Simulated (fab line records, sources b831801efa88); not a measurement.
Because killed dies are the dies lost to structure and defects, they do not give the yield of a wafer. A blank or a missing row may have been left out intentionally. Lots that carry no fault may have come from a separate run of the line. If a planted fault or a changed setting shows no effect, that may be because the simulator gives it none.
A struck lot beside a sound one + flow sky130 + 33 steps out of a route of 708
Sound: these wafers, L945.1, L945.2, L945.3. Wafers L957.2, L957.3, L957.5 were the ones struck. At the end, the cause is stated.
Order at every step that has rows: each side's tool, ch and its chambers, its first start. Under that, the readings that differ: sound wafers + struck wafers + difference of the means + sigmas: that difference in standard deviations of wafers without a fault.
alike: same words and numbers on both sides, and readings whose means sit less than 2 such deviations apart. not compared: any withheld reading, any reading some wafer has no value for, any bound like >300 that may hide the same value, and any number with overlapping values for which the record gives no deviation.
The two part at a step that has a row with sigmas, a row that says differs or no value, or rows on one side only. Numbers that don't overlap but have no deviation are shown without sigmas and don't part them. A reading that every wafer of one side lacks parts them only if that side has two wafers or more.

first, 7 steps without rows for these wafers: SKY_SONOS_TUNNEL_DEVELOP_06 (develop time 60 s); SKY_SONOS_TUNNEL_IMPLANT_09; SKY_SONOS_TUNNEL_WET_ETCH_10 (etches SiO2 in dHF, target depth 14 nm, time 280 s); SKY_SONOS_TUNNEL_STRIP_11 (strips in SPM, time 600 s); SKY_SONOS_TUNNEL_CLEAN_13 (cleans in dHF, time 20 s); SKY_SONOS_ONO_OXIDATION_00 (stabilise 600 s, purge 300 s, target thk 2.6 nm); SKY_SONOS_ONO_CVD_02 (deposits Si3N4 from DCS/NH3, target thk 10.5 nm, time 180 s).
SKY_SONOS_ONO_CVD_04: deposits SiO2 from SiH4/N2O, target thk 5.7199 nm.
  sound on lpcvd-03 ch 1, day 13 01:57; struck on lpcvd-03 ch 0, day 17 08:04
| reading                                    | sound             | struck            | difference | sigmas |
|--------------------------------------------|-------------------|-------------------|------------|--------|
| model.SiO2_of_SONOS_ONO_CVD_04.thk nm (nm) | 5.934 5.938 5.905 | 10.98 10.96 10.98 | +5.05      |        |
SKY_SONOS_ONO_THK_MEAS_05:
  struck on film metro-01, day 17 09:19; sound on film metro-04, day 13 03:12
| reading                   | sound          | struck            | difference | sigmas |
|---------------------------|----------------|-------------------|------------|--------|
| SONOS_ONO_CVD_04_THK (nm) | 5.87 5.95 5.87 | 10.99 11.00 10.98 | +5.09      | +36    |
then, 23 steps without rows for these wafers: SKY_SONOS_ONO_DEHYDRATE_06 (time 60 s); SKY_SONOS_ONO_HMDS_07 (prime time 60 s); SKY_SONOS_ONO_COAT_08 (resist thk 1140 nm); SKY_SONOS_ONO_SOFTBAKE_09 (time 60 s); SKY_SONOS_ONO_EXPOSE_10 (exposes mask ONOM, target cd 410 nm); SKY_SONOS_ONO_PEB_11; SKY_SONOS_ONO_DEVELOP_12 (develop time 60 s); SKY_SONOS_ONO_ETCH_15 (etches the open film in CHF3/O2, target depth 19.52 nm, time 7.8 s); SKY_SONOS_ONO_WET_ETCH_16 (etches SiO2 in dHF, target depth 14 nm, time 280 s); SKY_SONOS_ONO_STRIP_17 (strips in O2/N2); SKY_SONOS_ONO_WET_ETCH_18 (etches Si3N4 in H3PO4, target depth 15 nm, time 172 s); SKY_GATE_OXIDE_CLEAN_00 (cleans in SC1/SC2, time 150 s); SKY_GATE_OXIDE_OXIDATION_01 (stabilise 600 s, purge 300 s, target thk 10.268 nm); SKY_GATE_OXIDE_DEHYDRATE_03 (time 60 s); SKY_GATE_OXIDE_HMDS_04 (prime time 60 s); SKY_GATE_OXIDE_COAT_05 (resist thk 1162 nm); SKY_GATE_OXIDE_SOFTBAKE_06 (time 60 s); SKY_GATE_OXIDE_EXPOSE_07 (exposes mask LVOM, target cd 600 nm); SKY_GATE_OXIDE_PEB_08; SKY_GATE_OXIDE_DEVELOP_09 (develop time 60 s); SKY_GATE_OXIDE_IMPLANT_11; SKY_GATE_OXIDE_WET_ETCH_12 (etches SiO2 in dHF, target depth 16.8 nm, time 336 s); SKY_GATE_OXIDE_STRIP_13 (strips in O2/N2).
-- the record jumps here: 3 days lie between the struck wafers' starts before and after --
SKY_GATE_OXIDE_CLEAN_15: cleans in SC1/SC2, time 150 s.
  sound on wet bench-03 ch 3, day 15 10:53; struck on wet bench-02 ch 2, day 20 01:20
| reading                                    | sound             | struck            | difference | sigmas |
|--------------------------------------------|-------------------|-------------------|------------|--------|
| model.SiO2_of_SONOS_ONO_CVD_04.thk nm (nm) | 4.431 4.433 4.402 | 9.452 9.431 9.454 | +5.024     |        |
  alike: temp c

== WHERE THEY PART ==
Within this record, at SKY_SONOS_ONO_THK_MEAS_05 only. Later steps at which nothing parts them and some readings are alike: SKY_GATE_OXIDE_CLEAN_15.

WHY: what had been put in by the simulator
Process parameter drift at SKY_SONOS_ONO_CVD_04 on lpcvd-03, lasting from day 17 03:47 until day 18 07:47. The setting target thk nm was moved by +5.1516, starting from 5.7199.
